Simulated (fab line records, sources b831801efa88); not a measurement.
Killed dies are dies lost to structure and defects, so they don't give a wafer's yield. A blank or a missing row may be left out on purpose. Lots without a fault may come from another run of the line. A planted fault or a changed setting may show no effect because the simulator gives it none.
One fault seen from 2 desks | flow sky130 | each desk has only its own numbers; what lay behind them comes last

THE METROLOGY DESK
What the gauges read, lot by lot, whatever tool the lot ran on: means of the sampled wafers that have a number. A lot is out of limits, marked OUT, if its mean lies more than 4 standard deviations from the usual mean; the brackets give that distance.
Columns: A = cd_nm at SKY_LDD_P_CD_MEAS_07, usual 380.4 nm; B = LDD_P_OVL at SKY_LDD_P_OVL_MEAS_08, usual 0.9 nm; C = cd_nm at SKY_SD_P_CD_MEAS_07, usual 380.0 nm
lot  | first seen here | A     | B    | C
L668 | day 18 21:07    | 380.6 | 1.1  | 378.9
L669 | day 19 14:59    | 381.7 | 1.3  | 379.2
L673 | day 21 00:40    | 379.1 | -0.8 | 380.1
L671 | day 21 01:26    | 383.2 | -0.2 | 380.4
L672 | day 21 04:40    | 382.6 | 2.5  | 380.7
L674 | day 21 14:07    | 380.2 | 1.7  | 381.4
L675 | day 21 20:14    | 380.9 | 1.2  | 384.4
L676 | day 22 02:14    | 383.0 | 1.9  | 376.0
L678 | day 22 20:20    | 379.0 | 0.6  | 378.2
L680 | day 23 16:40    | 381.1 | 2.4  | 379.4
L683 | day 24 16:26    | 382.4 | 0.8  | 378.1
L687 | day 25 15:57    | 378.3 | 1.1  | 379.3
L689 | day 26 22:27    | 380.6 | 0.8  | 383.3
L691 | day 27 15:27    | 378.0 | -0.2 | 380.5
This desk's finding: nothing out of limits on any of the 14 lots.

THE TOOL OWNER'S DESK: litho_track-02
The tool's own readings at SKY_VT_ADJUST_NCORE_DEVELOP_06 (develop time 60 s): means of the sampled wafers that have a number, for each lot that ran on this tool. A lot is out of limits, marked OUT, if its mean lies more than 4 standard deviations from the usual mean; the brackets give that distance.
Columns: A = chill_plate_temp_C at SKY_VT_ADJUST_NCORE_DEVELOP_06, usual 23.02 C; B = developer_temp_C at SKY_VT_ADJUST_NCORE_DEVELOP_06, usual 23.01 C
lot  | first seen here | A     | B
L674 | day 10 10:22    | 22.99 | 23.05
L675 | day 10 16:46    | 22.92 | 22.99
L678 | day 11 12:34    | 23.08 | 23.05
L687 | day 14 00:17    | 23.04 | 23.65 (+6.8) OUT
L691 | day 15 15:29    | 23.17 | 23.74 (+7.7) OUT
This desk's finding: out of limits on L687, L691; first on L687, day 14 00:17 (developer_temp_C at SKY_VT_ADJUST_NCORE_DEVELOP_06). In limits: L674, L675, L678.

PUT TOGETHER
The tool owner's desk could have raised an alarm at day 14 00:17, on L687, L691.
The metrology desk saw nothing out of limits.
The metrology desk has L687, L691 on record, within its limits.
Of the lots named, all ran SKY_VT_ADJUST_NCORE_DEVELOP_06 on litho_track-02.

WHAT THE SIMULATOR HAD PUT IN
Process parameter drift: litho_track-02, from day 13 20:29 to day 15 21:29, at SKY_VT_ADJUST_NCORE_DEVELOP_06. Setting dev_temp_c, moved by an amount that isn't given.
Lots struck among those shown: L687, L691.
Hours from the fault's start to each desk's first reading out of limits: the tool owner's desk, 4.
